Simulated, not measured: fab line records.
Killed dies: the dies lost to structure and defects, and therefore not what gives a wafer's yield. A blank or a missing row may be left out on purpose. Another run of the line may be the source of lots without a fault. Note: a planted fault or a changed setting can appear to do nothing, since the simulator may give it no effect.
fab line records	flow gf180mcu
record lots=14	wafers=42	last-day=34
route steps=602 shown V1@352 M2@376 V2@384
lots untouched by any fault: they come from a run of this same line in which no faults occurred
start-h: the number of hours between the record's first day and the start of the first shown wafer of the lot	wait-h: hours elapsed since this lot's preceding step	" the same as in the row above	L1.1+2: one row covering several wafers at once	- no value present, or no start provided	* or withheld: withheld	< > ~ a bound
route shown NAME@n: NAME is a module with steps in the file, n the number in the route of the first one	usual: the fault-free wafers' mean and standard deviation	same: alike in all rows	chamber/n: place in a boat	sites: the reading at each site	_std_site: standard deviation of those values	_edge_site: outer sites' mean less inner sites'	radius-mm: how far each site lies from the wafer's centre	mask NAME#n: copy n	behind: the last tool/chamber to shape the wafer	hold: the reason the lot was held/the length of the hold in hours/how it ended	device: the n, p or np transistor that did not switch	end of line: at the end of the route, the tests of the same wafers	a step with no rows: only its recipe	killed: count of dies lost to structure and defects at first sort (not the wafer's yield)	map: the dies of a wafer, with x for killed, . for not killed, _ for no die there
set.NAME: the run value of the setting; set.NAME@STEP: its run value at that earlier step	model.NAME: the simulator's own value behind a step, which no gauge read
steps of the route over a sample of lots; a table a step, a row a wafer
services: the hour from which a tool's chamber was out of use, counted from the record's first day as start-h (under 0 if before that day), plus the number of hours and why
## steps
# step GF_V1_ETCH_17
# recipe chemistry=C4F8/O2/Ar	mask-material=KrF	target=SiO2	stop-on=TiN	source-w=1500	bias-w=1200	pressure-mtorr=40	c4f8-flow-sccm=withheld	O2_flow_sccm=6	Ar_flow_sccm=300	time-s=withheld	target-depth-a=6300
# usual oes-product-au=0.855/0.0047
lot.wafer	tool	chamber	start-h	wait-h	oes-product-au
L240.1	rie-diel-02	1	-	-	0.854
L240.2	"	0	"	"	0.857
L240.3	"	3	"	"	0.862
L241.1	rie-diel-04	0	-	-	0.848
L241.2	"	1	"	"	0.858
L241.3	"	3	"	"	0.853
L242.2	rie-diel-04	3	-	-	0.856
L242.4	"	1	"	"	0.860
L242.5	"	1	"	"	0.850
L244.2	rie-diel-01	2	-	-	0.856
L244.3	"	3	"	"	0.863
L244.6	"	0	"	"	0.855
L245.2	rie-diel-04	1	-	-	0.856
L245.5	"	0	"	"	0.866
L245.6	"	1	"	"	0.861
L246.2	rie-diel-02	0	-	-	0.855
L246.3	"	2	"	"	0.864
L246.5	"	0	"	"	0.845
L247.1	rie-diel-01	3	-	-	0.850
L247.3	"	1	"	"	0.853
L247.5	"	1	"	"	0.849
L250.2	rie-diel-01	1	-	-	0.857
L250.3	"	2	"	"	0.852
L250.4	"	0	"	"	0.848
L249.1	rie-diel-01	2	-	-	0.854
L249.2	"	0	"	"	0.855
L249.5	"	3	"	"	0.854
L251.1	rie-diel-04	3	-	-	0.852
L251.2	"	1	"	"	0.856
L251.6	"	2	"	"	0.851
L253.1	rie-diel-04	1	-	-	0.854
L253.2	"	3	"	"	0.861
L253.5	"	0	"	"	0.850
L258.1	rie-diel-02	0	-	-	0.855
L258.2	"	1	"	"	0.859
L258.5	"	0	"	"	0.853
L260.1	rie-diel-01	3	-	-	0.853
L260.3	"	1	"	"	0.851
L260.5	"	2	"	"	0.860
L263.2	rie-diel-01	0	-	-	0.848
L263.4	"	3	"	"	0.848
L263.6	"	0	"	"	0.853
# step GF_M2_CD_MEAS_14
# recipe target-cd-nm=280
# usual cd-nm=279.8/1.2
lot.wafer	tool	chamber	start-h	wait-h	cd-nm
L240.1	cd-sem-01	-	415.22	0.1	279.9
L240.2	"	-	"	"	279.8
L240.3	"	-	"	"	279.8
L241.1	cd-sem-02	-	420.52	0.1	278.7
L241.2	"	-	"	"	279.2
L241.3	"	-	"	"	280.0
L242.2	cd-sem-02	-	442.96	0.1	280.6
L242.4	"	-	"	"	280.9
L242.5	"	-	"	"	280.5
L244.2	cd-sem-02	-	450.94	0.1	279.2
L244.3	"	-	"	"	279.1
L244.6	"	-	"	"	279.2
L245.2	cd-sem-01	-	461.46	0.1	280.7
L245.5	"	-	"	"	279.9
L245.6	"	-	"	"	281.2
L246.2	cd-sem-01	-	527.34	0.1	278.0
L246.3	"	-	"	"	277.6
L246.5	"	-	"	"	278.5
L247.1	cd-sem-02	-	530.98	0.1	278.2
L247.3	"	-	"	"	279.8
L247.5	"	-	"	"	279.5
L250.2	cd-sem-01	-	534.12	0.1	281.1
L250.3	"	-	"	"	282.7
L250.4	"	-	"	"	281.9
L249.1	cd-sem-01	-	536.78	0.1	278.2
L249.2	"	-	"	"	278.2
L249.5	"	-	"	"	278.9
L251.1	cd-sem-01	-	539.05	0.1	278.2
L251.2	"	-	"	"	279.0
L251.6	"	-	"	"	278.9
L253.1	cd-sem-02	-	552.98	0.1	280.8
L253.2	"	-	"	"	280.6
L253.5	"	-	"	"	281.4
L258.1	cd-sem-02	-	601.83	0.1	278.5
L258.2	"	-	"	"	279.6
L258.5	"	-	"	"	279.6
L260.1	cd-sem-01	-	615.65	0.1	281.6
L260.3	"	-	"	"	281.2
L260.5	"	-	"	"	281.9
L263.2	cd-sem-01	-	635.14	0.1	279.7
L263.4	"	-	"	"	280.1
L263.6	"	-	"	"	280.4
# step GF_V2_CVD_02
# recipe material=SiO2	target-thk-nm=850	precursor=TEOS	temp-c=400	time-s=94.851	rf-w=600
# usual heater-power-w=681/97
lot.wafer	tool	chamber	start-h	wait-h	heater-power-w
L240.1	pecvd-02	0	416.50	0.1	683
L240.2	"	2	"	"	515
L240.3	"	1	"	"	808
L241.1	pecvd-02	0	421.49	0.1	818
L241.2	"	2	"	"	527
L241.3	"	1	"	"	812
L242.2	pecvd-02	0	443.91	0.0	861
L242.4	"	0	"	"	702
L242.5	"	0	"	"	750
L244.2	pecvd-04	2	451.93	0.0	636
L244.3	"	2	"	"	500
L244.6	"	2	"	"	568
L245.2	pecvd-03	0	462.37	0.0	721
L245.5	"	2	"	"	579
L245.6	"	0	"	"	775
L246.2	pecvd-04	0	528.46	0.0	705
L246.3	"	1	"	"	743
L246.5	"	2	"	"	502
L247.1	pecvd-04	1	532.03	0.1	635
L247.3	"	0	"	"	833
L247.5	"	0	"	"	674
L250.2	pecvd-04	1	535.37	0.0	608
L250.3	"	2	"	"	563
L250.4	"	1	"	"	656
L249.1	pecvd-03	0	537.72	0.1	797
L249.2	"	1	"	"	741
L249.5	"	2	"	"	627
L251.1	pecvd-03	1	540.32	0.1	635
L251.2	"	0	"	"	789
L251.6	"	0	"	"	615
L253.1	pecvd-04	0	553.93	0.1	707
L253.2	"	2	"	"	586
L253.5	"	0	"	"	786
L258.1	pecvd-04	2	602.77	0.1	636
L258.2	"	0	"	"	701
L258.5	"	1	"	"	594
L260.1	pecvd-04	0	616.69	0.1	854
L260.3	"	1	"	"	651
L260.5	"	0	"	"	697
L263.2	pecvd-03	1	636.09	0.0	616
L263.4	"	1	"	"	685
L263.6	"	0	"	"	732
# step GF_V2_THK_MEAS_03
# recipe reads=SiO2_of_V2_CVD_02
# usual V2_CVD_02_THK=847/10
lot.wafer	tool	chamber	start-h	wait-h	hold	V2_CVD_02_THK[nm]
L240.1	film-metro-02	-	416.57	0.0	-	844
L240.2	"	-	"	"	-	853
L240.3	"	-	"	"	-	846
L241.1	film-metro-02	-	421.56	0.0	-	842
L241.2	"	-	"	"	-	848
L241.3	"	-	"	"	-	847
L242.2	film-metro-02	-	444.02	0.1	-	835
L242.4	"	-	"	"	-	842
L242.5	"	-	"	"	-	847
L244.2	film-metro-03	-	452.05	0.1	-	832
L244.3	"	-	"	"	-	841
L244.6	"	-	"	"	-	847
L245.2	film-metro-04	-	462.45	0.0	-	835
L245.5	"	-	"	"	-	846
L245.6	"	-	"	"	-	853
L246.2	film-metro-04	-	528.54	0.0	-	831
L246.3	"	-	"	"	-	841
L246.5	"	-	"	"	-	847
L247.1	film-metro-04	-	532.10	0.0	-	831
L247.3	"	-	"	"	-	835
L247.5	"	-	"	"	-	856
L250.2	film-metro-03	-	535.45	0.0	-	838
L250.3	"	-	"	"	-	832
L250.4	"	-	"	"	-	851
L249.1	film-metro-02	-	537.79	0.0	-	846
L249.2	"	-	"	"	-	846
L249.5	"	-	"	"	-	853
L251.1	film-metro-02	-	540.39	0.0	-	841
L251.2	"	-	"	"	-	854
L251.6	"	-	"	"	-	851
L253.1	film-metro-03	-	554.00	0.0	-	830
L253.2	"	-	"	"	-	837
L253.5	"	-	"	"	-	844
L258.1	film-metro-02	-	602.84	0.0	await-dispo/0.2h/release	837
L258.2	"	-	"	"	await-dispo/0.2h/release	600
L258.5	"	-	"	"	await-dispo/0.2h/release	868
L258.1	film-metro-02	-	603.06	0.2	-	838
L258.2	"	-	"	"	-	600
L258.5	"	-	"	"	-	868
L260.1	film-metro-03	-	616.76	0.0	await-dispo/0.2h/release	843
L260.3	"	-	"	"	await-dispo/0.2h/release	599
L260.5	"	-	"	"	await-dispo/0.2h/release	857
L260.1	film-metro-03	-	616.99	0.2	-	842
L260.3	"	-	"	"	-	599
L260.5	"	-	"	"	-	857
L263.2	film-metro-02	-	636.19	0.1	-	865
L263.4	"	-	"	"	-	872
L263.6	"	-	"	"	-	856
# step GF_V2_CMP_04
# recipe material=SiO2	down-force-psi=4	platen-rpm=60	pad-velocity-m-s=0.94248
# usual motor-current-A=12.0/1.1	time-to-endpoint-s=77/5.2
lot.wafer	tool	chamber	start-h	wait-h	hold	motor-current-A	time-to-endpoint-s
L240.1	cmp-01	2	416.63	0.1	-	10.8	69
L240.2	"	3	"	"	-	10.7	75
L240.3	"	1	"	"	-	12.1	72
L241.1	cmp-02	2	421.62	0.1	-	11.7	73
L241.2	"	3	"	"	-	12.3	78
L241.3	"	1	"	"	-	12.4	79
L242.4	cmp-01	0	444.07	0.0	-	13.2	75
L242.2	"	3	"	"	-	11.0	68
L242.5	"	1	"	"	-	12.7	71
L244.3	cmp-01	3	452.15	0.1	-	10.5	70
L244.2	"	1	"	"	-	11.9	69
L244.6	"	2	"	"	-	10.7	70
L245.2	cmp-01	0	462.55	0.1	-	12.4	73
L245.5	"	3	"	"	-	10.5	78
L245.6	"	0	"	"	-	12.8	78
L246.2	cmp-02	0	528.59	0.0	-	14.2	74
L246.3	"	3	"	"	-	12.2	79
L246.5	"	1	"	"	-	12.2	84
L247.1	cmp-01	2	532.16	0.1	-	11.1	65
L247.3	"	1	"	"	-	12.4	71
L247.5	"	2	"	"	-	10.9	78
L250.4	cmp-02	0	535.50	0.0	-	14.2	84
L250.2	"	1	"	"	-	12.3	80
L250.3	"	3	"	"	-	11.3	78
L249.1	cmp-02	3	537.85	0.1	-	12.0	82
L249.2	"	0	"	"	-	14.2	81
L249.5	"	0	"	"	-	14.1	83
L251.2	cmp-01	2	540.45	0.0	-	10.4	77
L251.1	"	0	"	"	-	12.0	76
L251.6	"	2	"	"	-	10.5	73
L253.1	cmp-02	2	554.16	0.1	-	11.5	71
L253.2	"	3	"	"	-	11.5	77
L253.5	"	0	"	"	-	14.3	79
L258.1	cmp-02	2	603.85	0.8	await-dispo/0.7h/release	11.4	72
L258.2	"	3	"	"	await-dispo/0.7h/release	12.0	33
L258.5	"	2	"	"	await-dispo/0.7h/release	12.1	76
L260.1	cmp-02	3	618.89	1.9	await-dispo/1.7h/release	12.1	73
L260.3	"	0	"	"	await-dispo/1.7h/release	13.7	34
L260.5	"	1	"	"	await-dispo/1.7h/release	12.3	80
L263.2	cmp-01	2	636.29	0.1	-	10.0	83
L263.4	"	0	"	"	-	12.6	91
L263.6	"	2	"	"	-	10.5	80
# step GF_V2_OVL_MEAS_15
# usual V2_OVL=0/4.7
lot.wafer	tool	chamber	start-h	wait-h	V2_OVL[nm]
L240.1	overlay-01	-	442.06	0.1	1
L240.2	"	-	"	"	-3
L240.3	"	-	"	"	2
L241.1	overlay-01	-	446.97	0.1	-4
L241.2	"	-	"	"	4
L241.3	"	-	"	"	-2
L242.2	overlay-01	-	469.07	0.1	-1
L242.4	"	-	"	"	3
L242.5	"	-	"	"	5
L244.2	overlay-01	-	477.21	0.1	-6
L244.3	"	-	"	"	-3
L244.6	"	-	"	"	-1
L245.2	overlay-01	-	487.02	0.1	6
L245.5	"	-	"	"	-3
L245.6	"	-	"	"	5
L246.2	overlay-01	-	551.47	0.1	-6
L246.3	"	-	"	"	6
L246.5	"	-	"	"	-2
L247.1	overlay-01	-	555.07	0.1	-3
L247.3	"	-	"	"	-1
L247.5	"	-	"	"	0
L250.2	overlay-01	-	558.26	0.1	7
L250.3	"	-	"	"	5
L250.4	"	-	"	"	8
L249.1	overlay-01	-	560.10	0.1	-1
L249.2	"	-	"	"	4
L249.5	"	-	"	"	3
L251.1	overlay-01	-	562.85	0.1	0
L251.2	"	-	"	"	-4
L251.6	"	-	"	"	-4
L253.1	overlay-02	-	576.07	0.1	5
L253.2	"	-	"	"	8
L253.5	"	-	"	"	13
L258.1	overlay-01	-	623.25	0.1	5
L258.2	"	-	"	"	4
L258.5	"	-	"	"	8
L260.1	overlay-02	-	637.25	0.1	-2
L260.3	"	-	"	"	2
L260.5	"	-	"	"	-4
L263.2	overlay-02	-	656.47	0.1	2
L263.4	"	-	"	"	4
L263.6	"	-	"	"	8
# step GF_V2_ETCH_17
# recipe chemistry=C4F8/O2/Ar	mask-material=KrF	target=SiO2	stop-on=TiN	source-w=1500	bias-w=1200	pressure-mtorr=40	c4f8-flow-sccm=withheld	O2_flow_sccm=6	Ar_flow_sccm=300	time-s=withheld	target-depth-a=6300
# usual oes-product-au=0.855/0.0045
lot.wafer	tool	chamber	start-h	wait-h	oes-product-au
L240.1	rie-diel-03	1	-	-	0.847
L240.2	"	0	"	"	0.845
L240.3	"	2	"	"	0.857
L241.1	rie-diel-04	2	-	-	0.860
L241.2	"	0	"	"	0.860
L241.3	"	3	"	"	0.863
L242.2	rie-diel-03	2	-	-	0.853
L242.4	"	0	"	"	0.861
L242.5	"	2	"	"	0.859
L244.2	rie-diel-04	3	-	-	0.855
L244.3	"	2	"	"	0.859
L244.6	"	0	"	"	0.849
L245.2	rie-diel-02	3	-	-	0.860
L245.5	"	0	"	"	0.850
L245.6	"	3	"	"	0.852
L246.2	rie-diel-04	0	-	-	0.860
L246.3	"	2	"	"	0.850
L246.5	"	0	"	"	0.858
L247.1	rie-diel-03	3	-	-	0.851
L247.3	"	2	"	"	0.859
L247.5	"	0	"	"	0.854
L250.2	rie-diel-02	3	-	-	0.859
L250.3	"	2	"	"	0.864
L250.4	"	0	"	"	0.854
L249.1	rie-diel-03	1	-	-	0.853
L249.2	"	0	"	"	0.850
L249.5	"	1	"	"	0.855
L251.1	rie-diel-03	1	-	-	0.850
L251.2	"	3	"	"	0.852
L251.6	"	0	"	"	0.858
L253.1	rie-diel-03	1	-	-	0.854
L253.2	"	0	"	"	0.854
L253.5	"	0	"	"	0.857
L258.1	rie-diel-04	2	-	-	0.851
L258.2	"	1	"	"	0.827
L258.5	"	3	"	"	0.855
L260.1	rie-diel-03	3	-	-	0.862
L260.3	"	1	"	"	0.835
L260.5	"	1	"	"	0.854
L263.2	rie-diel-02	3	-	-	0.860
L263.4	"	2	"	"	0.850
L263.6	"	1	"	"	0.855
## services
tool	chamber	start-h	hours	kind
cmp-02	-	385.04	5.3	pm
cmp-02	-	390.39	23.1	pm
cmp-01	-	403.13	1.2	repair
cmp-01	-	404.32	4.0	pm
rie-diel-04	-	445.73	0.8	repair
rie-diel-04	-	445.98	0.2	repair
pecvd-04	0	446.09	16.8	repair
cmp-01	-	470.13	3.6	repair
cmp-02	-	471.78	1.4	repair
rie-diel-04	1	480.67	7.2	repair
rie-diel-03	1	499.63	6.7	repair
cmp-02	-	516.86	0.2	repair
rie-diel-04	-	530.86	2.8	pm
cmp-02	-	563.49	1.8	repair
cmp-02	-	572.38	4.0	pm
cmp-01	-	591.55	22.1	repair
rie-diel-04	2	592.89	4.2	repair
rie-diel-04	0	592.95	10.7	repair
pecvd-04	2	604.54	5.9	repair
cmp-01	-	604.81	1.0	repair
cmp-01	-	613.66	5.0	pm
pecvd-04	-	627.67	5.5	pm
cmp-01	-	632.23	2.5	repair
rie-diel-04	0	652.07	8.1	repair
## key
first-sign step=GF_V2_THK_MEAS_03	reading=visit	direction=added
effect step=GF_V2_THK_MEAS_03	reading=V2_CVD_02_THK	direction=down	sigmas=25	usual=847	struck=599
effect step=GF_V2_CMP_04	reading=time-to-endpoint-s	direction=down	sigmas=8.3	usual=*	struck=*
effect step=GF_V2_ETCH_17	reading=oes-product-au	direction=down	sigmas=5.4	usual=0.855	struck=0.831
met-at GF_V2_CVD_02
struck-lots L258,L260
struck-wafers L258.2,L260.3
sort-left-out L258.2,L260.3
not-acting-at GF_V1_ETCH_17,GF_M2_CD_MEAS_14,GF_V2_OVL_MEAS_15
onset-between 553.93 602.77
fault kind=process-parameter-drift	tool=pecvd-04	chamber=-	onset-h=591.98	steps=GF_V2_CVD_02	channel=target-thk-nm	offset=-243.59	shape=step	end-h=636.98	scope=struck-wafers-only	acts-in=these-recipes-only	stated=850
# sort-left-out: the simulated sort isn't trusted on such a fault, so these wafers' sort isn't shown, and their yield isn't known
